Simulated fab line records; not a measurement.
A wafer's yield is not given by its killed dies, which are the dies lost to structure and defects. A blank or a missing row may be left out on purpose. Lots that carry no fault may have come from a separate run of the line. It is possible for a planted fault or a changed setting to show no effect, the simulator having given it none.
Code-filled problem report in 8D (eight disciplines) form | flow sky130 | the parts of the form that need people (team, actions taken, sign-off) are left out

## 1. THE ISSUE
Mean of killed_at_M0_to_M3 at SKY_PAD_OPEN_PROBE_99: 82 across 3 wafers in 2 lots; on wafers with no fault it is 44 (standard deviation 6.5). Measured from the usual mean, that is +5.8 standard deviations.
First observed at day 50 10:37: wafer L382.3, on prober-02. The record holds 36 wafers of 12 lots with a number at this step. The rule behind "out" and "out of limits": a value lying over 4 standard deviations away from the usual mean. The other wafers with a number count as sound.

## 2. WHAT IT IS, AND WHAT IT ISN'T
question                    | is                     | is not
which readings at this step | killed_at_M0_to_M3     | killed_at_M4_up, killed_at_front_end, killed_at_other, sort_bin_6_memory
which lots                  | L382, L383             | L364, L365, L368, L371, L372, L374, L376, L377, L378, L381
which wafers of those lots  | L382.3, L382.4, L383.3 | L382.1, L383.2, L383.4
read on which tools         | prober-02              | prober-01
when                        | from day 50 10:37      | up to then (31 sound wafers); but 2 sound wafers of L383 came after

## 3. WHAT RULES OUT EACH SUSPECT
Counting: any tool at a process step up to the reading remains a suspect provided it ran every lot that is out. Sound lots after the first of them don't rule it out here, since some wafers of a struck lot are sound.
- hdpcvd-01 at SKY_VIA3_HDPCVD_00 (deposits SiO2, target thk 1635 nm, time 272.5 s): kept. It processed each lot that is out (first: L382, day 44 07:32); up to then, its last sound lot is L381 (day 44 03:54).
- pvd_sputter-03 at SKY_METAL5_SPUTTER_02 (material AlCu, target thk 1150 nm, time 61.2 s): kept. It processed each lot that is out (first: L382, day 48 00:48); up to then, its last sound lot is L378 (day 47 15:51).
- prober-02 at SKY_PAD_OPEN_PROBE_99: kept. It processed each lot that is out (first: L382, day 50 10:31); up to then, its last sound lot is L381 (day 50 07:39). Its own killed_at_M0_to_M3 readings are out on those wafers.
- Within hdpcvd-01 at SKY_VIA3_HDPCVD_00, the wafers that are out were processed in chamber 0 and their sound lot-mates in chamber 2.
After the count, these remain: hdpcvd-01 at SKY_VIA3_HDPCVD_00, pvd_sputter-03 at SKY_METAL5_SPUTTER_02 and prober-02 at SKY_PAD_OPEN_PROBE_99.

## 4. THE CAUSE (what the simulator had put in)
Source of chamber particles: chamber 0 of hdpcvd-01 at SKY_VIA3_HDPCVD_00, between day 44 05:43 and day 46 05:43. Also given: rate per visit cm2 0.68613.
After counting, 3 suspects remain, this tool included.

## 5. THE CHAIN OF EFFECTS, in route order
One row per reading whose mean, taken over the struck wafers that have a number, lies over 3 standard deviations from the usual. Only readings whose record carries a usual standard deviation are examined. hours: median over the lots of the time between each lot's start at the first step of this table that gives one and its start at this step. sigmas: the change, counted in usual standard deviations.
hours | step                  | reading              | usual  | on struck wafers | change | sigmas
0     | SKY_PAD_OPEN_PROBE_99 | killed_at_M0_to_M3   | 44     | 82               | +38    | +5.8
0     | SKY_PAD_OPEN_PROBE_99 | sort_bin_3_pad_short | 0.8 %  | 2.3              | +1.5   | +3.5
0     | SKY_PAD_OPEN_PROBE_99 | sort_bin_5_function  | 10.4 % | 15.0             | +4.6   | +3.3
The process steps in it:
- SKY_PAD_OPEN_PROBE_99

## 6. WHAT WOULD HAVE CAUGHT IT SOONER
First out-of-limits reading in this record: day 50 10:37, which is 149 hours after fault onset at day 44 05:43.
No tool reading at SKY_VIA3_HDPCVD_00 that has a usual standard deviation in the record was out on any struck wafer, so an alarm limit of 4 standard deviations on those readings would not have fired.
All the lots that are out (2) had begun SKY_VIA3_HDPCVD_00 on hdpcvd-01 by day 50 10:37. Had the tool been put on hold then, not one of them would have been saved.
